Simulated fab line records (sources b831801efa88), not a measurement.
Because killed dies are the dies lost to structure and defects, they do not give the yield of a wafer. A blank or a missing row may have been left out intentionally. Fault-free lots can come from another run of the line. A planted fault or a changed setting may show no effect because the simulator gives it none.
Which tool was responsible? + flow gf180mcu + 13 lots with 37 wafers sampled at 4 steps, on a route of 602 steps

WHAT THE GAUGES READ, wafer by wafer
The record lacks any reading of a measuring or inspecting step that a usual standard deviation could be used to judge.

WHAT TOOL EACH LOT RAN ON (gives the tool, then ch and the chambers of the sampled wafers, and finally the start)
| lot  | GF_V4_ETCH_17                                 | GF_V4_STRIP_18                       | GF_MIM_SPUTTER_01            | GF_MIM_CVD_05                   |
|------|-----------------------------------------------|--------------------------------------|------------------------------|---------------------------------|
| L122 | rie_diel-03 ch 0,1,2, day 24 23:01 or earlier | plasma_asher-03 ch 0,1, day 24 23:01 | pvd_sputter-01, day 25 00:21 | pecvd-01 ch 0,1,2, day 25 00:28 |
| L124 | rie_diel-01 ch 0,1, day 25 15:22 or earlier   | plasma_asher-04 ch 0,1, day 25 15:22 | pvd_sputter-01, day 25 16:41 | pecvd-01 ch 0,1,2, day 25 16:49 |
| L126 | rie_diel-01 ch 0,2,3, day 26 07:32 or earlier | plasma_asher-01 ch 0,1, day 26 07:32 | pvd_sputter-04, day 26 08:52 | pecvd-02 ch 0,1,2, day 26 08:59 |
| L128 | rie_diel-02 ch 0,2,3, day 26 21:10 or earlier | plasma_asher-01 ch 0,1, day 26 21:10 | pvd_sputter-03, day 26 22:27 | pecvd-04 ch 1,2, day 26 22:34   |
| L129 | rie_diel-03 ch 0,1, day 27 05:43 or earlier   | plasma_asher-04 ch 0,1, day 27 05:43 | pvd_sputter-03, day 27 07:02 | pecvd-04 ch 1,2, day 27 07:10   |
| L130 | rie_diel-02 ch 0,1,2, day 27 07:59 or earlier | plasma_asher-03 ch 1, day 27 07:59   | pvd_sputter-01, day 27 09:25 | pecvd-01 ch 1,2, day 27 09:32   |
| L131 | rie_diel-03 ch 0,3, day 27 23:55 or earlier   | plasma_asher-03 ch 0,1, day 27 23:55 | pvd_sputter-03, day 28 01:16 | pecvd-02 ch 0,2, day 28 01:23   |
| L133 | rie_diel-02 ch 1,2, day 28 14:12 or earlier   | plasma_asher-03 ch 0,1, day 28 14:12 | pvd_sputter-03, day 28 15:31 | pecvd-04 ch 0,1,2, day 28 15:38 |
| L138 | rie_diel-03 ch 2, day 29 23:40 or earlier     | plasma_asher-04 ch 0, day 29 23:40   | pvd_sputter-01, day 30 01:02 | pecvd-04 ch 2, day 30 01:09     |
| L139 | rie_diel-03 ch 0,1,2, day 30 05:51 or earlier | plasma_asher-04 ch 0,1, day 30 05:51 | pvd_sputter-03, day 30 07:11 | pecvd-02 ch 0,1, day 30 07:18   |
| L140 | rie_diel-03 ch 1,2,3, day 30 09:34 or earlier | plasma_asher-03 ch 0,1, day 30 09:34 | pvd_sputter-04, day 30 10:58 | pecvd-04 ch 0,1, day 30 11:05   |
| L143 | rie_diel-03 ch 0,2,3, day 31 06:49 or earlier | plasma_asher-04 ch 0,1, day 31 06:49 | pvd_sputter-04, day 31 08:09 | pecvd-01 ch 0,1,2, day 31 08:16 |
| L144 | rie_diel-03 ch 0,1, day 31 13:20 or earlier   | plasma_asher-04 ch 0,1, day 31 13:20 | pvd_sputter-04, day 31 14:51 | pecvd-02 ch 0,1,2, day 31 14:58 |
- GF_V4_ETCH_17: etches SiO2 in C4F8/O2/Ar, stops on TiN, target depth 630 nm.
- GF_V4_STRIP_18: strips in O2/N2.
- GF_MIM_SPUTTER_01: material TiN, target thk 30 nm, time 25 s.
- GF_MIM_CVD_05: deposits Si3N4, target thk 42 nm, time 29.086 s.

WHAT THE TOOLS THEMSELVES READ (means of the sampled wafers that have a number; where no wafer has one, the mark that the record gives instead)
GF_V4_ETCH_17. Usual: oes_product_au 0.856 a.u., standard deviation 0.0045.
| lot  | tool        | oes_product_au (a.u.) | flag |
|------|-------------|-----------------------|------|
| L122 | rie_diel-03 | 0.860                 |      |
| L124 | rie_diel-01 | 0.859                 |      |
| L126 | rie_diel-01 | 0.856                 |      |
| L128 | rie_diel-02 | 0.855                 |      |
| L129 | rie_diel-03 | 0.855                 |      |
| L130 | rie_diel-02 | 0.861                 |      |
| L131 | rie_diel-03 | 0.856                 |      |
| L133 | rie_diel-02 | 0.858                 |      |
| L138 | rie_diel-03 | 0.861                 |      |
| L139 | rie_diel-03 | 0.853                 |      |
| L140 | rie_diel-03 | 0.856                 |      |
| L143 | rie_diel-03 | 0.855                 |      |
| L144 | rie_diel-03 | 0.857                 |      |

GF_V4_STRIP_18. Usual: drypump_motor_current_A 5.52 A, standard deviation 0.3; heater_power_w 329 W, standard deviation 15; oes_product_au 0.593 a.u., standard deviation 0.0051.
| lot  | tool            | drypump_motor_current_A (A) | heater_power_w (W) | oes_product_au (a.u.) | flag |
|------|-----------------|-----------------------------|--------------------|-----------------------|------|
| L122 | plasma_asher-03 | 5.72                        | 316                | 0.590                 |      |
| L124 | plasma_asher-04 | 5.47                        | 340                | 0.594                 |      |
| L126 | plasma_asher-01 | 5.48                        | 323                | 0.587                 |      |
| L128 | plasma_asher-01 | 5.28                        | 336                | 0.593                 |      |
| L129 | plasma_asher-04 | 5.48                        | 341                | 0.595                 |      |
| L130 | plasma_asher-03 | 5.97                        | 307                | 0.594                 |      |
| L131 | plasma_asher-03 | 5.72                        | 314                | 0.593                 |      |
| L133 | plasma_asher-03 | 5.72                        | 317                | 0.596                 |      |
| L138 | plasma_asher-04 | 5.65                        | 329                | 0.596                 |      |
| L139 | plasma_asher-04 | 5.56                        | 344                | 0.590                 |      |
| L140 | plasma_asher-03 | 5.72                        | 314                | 0.589                 |      |
| L143 | plasma_asher-04 | 5.55                        | 338                | 0.595                 |      |
| L144 | plasma_asher-04 | 5.59                        | 335                | 0.592                 |      |

GF_MIM_SPUTTER_01. Usual: cathode_dc_power_W 6500.1 W, standard deviation 1.2; chamber_pressure_pa 0.4000 Pa, standard deviation 0.00079; throttle_valve_pct 29.8 %, standard deviation 0.74.
| lot  | tool           | cathode_dc_power_W (W) | chamber_pressure_pa (Pa) | throttle_valve_pct (%) | flag |
|------|----------------|------------------------|--------------------------|------------------------|------|
| L122 | pvd_sputter-01 | 6501.0                 | 0.3992                   | 30.1                   |      |
| L124 | pvd_sputter-01 | 6501.0                 | 0.3990                   | 29.7                   |      |
| L126 | pvd_sputter-04 | 6499.3                 | 0.4007                   | 30.4                   |      |
| L128 | pvd_sputter-03 | 6500.0                 | 0.4000                   | 30.0                   |      |
| L129 | pvd_sputter-03 | 6499.0                 | 0.3992                   | 29.7                   |      |
| L130 | pvd_sputter-01 | 6499.9                 | 0.4006                   | 30.1                   |      |
| L131 | pvd_sputter-03 | 6499.7                 | 0.4006                   | 30.0                   |      |
| L133 | pvd_sputter-03 | 6500.1                 | 0.3998                   | 30.0                   |      |
| L138 | pvd_sputter-01 | 7619.0                 | 0.3981                   | 28.9                   | OFF  |
| L139 | pvd_sputter-03 | 6498.9                 | 0.4000                   | 29.9                   |      |
| L140 | pvd_sputter-04 | 6501.2                 | 0.4000                   | 29.9                   |      |
| L143 | pvd_sputter-04 | 6500.6                 | 0.3999                   | 30.3                   |      |
| L144 | pvd_sputter-04 | 6499.4                 | 0.4004                   | 29.7                   |      |

GF_MIM_CVD_05. Usual: heater_power_w 640 W, standard deviation 69; susceptor_temp_C 385.02 C, standard deviation 0.2.
| lot  | tool     | heater_power_w (W) | susceptor_temp_C (C) | flag |
|------|----------|--------------------|----------------------|------|
| L122 | pecvd-01 | 659                | 385.06               |      |
| L124 | pecvd-01 | 597                | 385.04               |      |
| L126 | pecvd-02 | 682                | 385.14               |      |
| L128 | pecvd-04 | 635                | 384.95               |      |
| L129 | pecvd-04 | 684                | 385.14               |      |
| L130 | pecvd-01 | 691                | 385.02               |      |
| L131 | pecvd-02 | 639                | 384.66               |      |
| L133 | pecvd-04 | 639                | 385.07               |      |
| L138 | pecvd-04 | 665                | 385.08               |      |
| L139 | pecvd-02 | 620                | 384.85               |      |
| L140 | pecvd-04 | 581                | 384.98               |      |
| L143 | pecvd-01 | 606                | 384.90               |      |
| L144 | pecvd-02 | 630                | 385.13               |      |

THE ANSWER, worked out from the rows above alone
Rule: a lot counts as off when the mean over its wafers that have a number is more than 3 standard deviations away from the usual mean. Also off: a lot with no number at a reading for which 4 or more lots have one. Any other lot the step has rows for is counted as sound. The gauges are gone through in route order, then the tools' own readings, and for those a lot's mean is taken as printed above. The first step at which some lot is off is used, and at that step the reading that is off furthest; a lot without a number counts as furthest.
Off at GF_MIM_SPUTTER_01 (cathode_dc_power_W): L138.
If a tool, at that step or one of the process steps before it, ran each lot that is off and ran no sound lot following the first of them, it fits. GF_V4_ETCH_17: start missing for some lots; hours and lot order therefore follow GF_V4_STRIP_18. One candidate fits, namely pvd_sputter-01 at GF_MIM_SPUTTER_01. A fault onset in the window from L130 (day 27 09:25, its last sound lot) to L138 (day 30 01:02, its first lot off) fits.
The tool's own readings at GF_MIM_SPUTTER_01 bear it out: on the lots that are off they differ by more than 5 times the standard deviation of the sound lots' means. cathode_dc_power_W reads 7619.0 W there against 6500.0 W on the sound lots; throttle_valve_pct reads 28.9 % there against 30.0 % on the sound lots.

WHAT THE SIMULATOR HAD PUT IN
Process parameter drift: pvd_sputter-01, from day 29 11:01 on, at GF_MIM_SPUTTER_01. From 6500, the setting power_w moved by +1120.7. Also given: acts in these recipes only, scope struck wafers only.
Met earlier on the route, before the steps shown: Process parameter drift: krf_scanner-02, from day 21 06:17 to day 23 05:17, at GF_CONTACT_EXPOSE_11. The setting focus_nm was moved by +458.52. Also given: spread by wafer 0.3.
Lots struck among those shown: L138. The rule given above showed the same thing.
